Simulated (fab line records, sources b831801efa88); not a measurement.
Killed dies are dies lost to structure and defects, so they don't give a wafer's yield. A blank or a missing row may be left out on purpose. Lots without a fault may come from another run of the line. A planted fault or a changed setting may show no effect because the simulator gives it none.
Chamber matching | flow gf180mcu | GF_CONTACT_CVD_02 on pecvd-04: 3 sister chambers
The step deposits SiO2 from TEOS, target thk 860 nm, time 95.992 s. 16 wafers are shown with their chamber, then 8 later ones without.

WAFERS WITH THEIR CHAMBER
wafer  | chamber | heater_power_outer_w (W) | heater_power_w (W)
L248.2 | 1       | 392                      | 708
L248.3 | 2       | 492                      | 799
L248.6 | 2       | 521                      | 825
L249.1 | 0       | 355                      | 603
L249.2 | 1       | 387                      | 721
L249.4 | 2       | 415                      | 683
L251.3 | 0       | 312                      | 552
L251.4 | 1       | 398                      | 723
L251.5 | 2       | 531                      | 830
L255.1 | 1       | 406                      | 725
L255.2 | 0       | 330                      | 576
L255.6 | 1       | 310                      | 612
L256.1 | 1       | 411                      | 725
L256.3 | 2       | 537                      | 833
L256.5 | 0       | 369                      | 649
L259.3 | 1       | 400                      | 705

SIGNATURES (means of the wafers above)
reading              | chamber 0 | chamber 1 | chamber 2 | scatter within a chamber
heater_power_outer_w | 341.50    | 386.29    | 499.20    | 38.4
heater_power_w       | 595.00    | 702.71    | 794.00    | 49.1
Rule: a wafer's distance from a chamber is the root of the sum, over the readings, of the square of ((its reading less the chamber's mean) divided by the reading's scatter). The wafer belongs to the nearest chamber; if the next one is less than 2 further off, it can't be placed. The scatter: the root of (the sum of the squares of (reading less its chamber's mean) over the shown wafers, divided by (wafers less chambers)).

WAFERS WITHOUT THEIR CHAMBER
wafer  | heater_power_outer_w (W) | heater_power_w (W)
L259.4 | 402                      | 680
L259.6 | 423                      | 752
L262.1 | 495                      | 783
L262.2 | 374                      | 699
L262.3 | 385                      | 633
L268.4 | 406                      | 652
L268.5 | 430                      | 756
L268.6 | 484                      | 735

WHICH CHAMBER EACH WENT THROUGH
wafer  | from the rows above     | in truth
L259.4 | can't be placed: 1 or 0 | 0
L259.6 | can't be placed: 1 or 2 | 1
L262.1 | 2                       | 2
L262.2 | can't be placed: 1 or 0 | 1
L262.3 | can't be placed: 0 or 1 | 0
L268.4 | can't be placed: 1 or 0 | 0
L268.5 | can't be placed: 1 or 2 | 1
L268.6 | can't be placed: 2 or 1 | 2
Placed correctly: 1 of 8. Can't be placed from these rows: 7 (the true chamber is among the candidates in 7). Placed wrongly: 0.
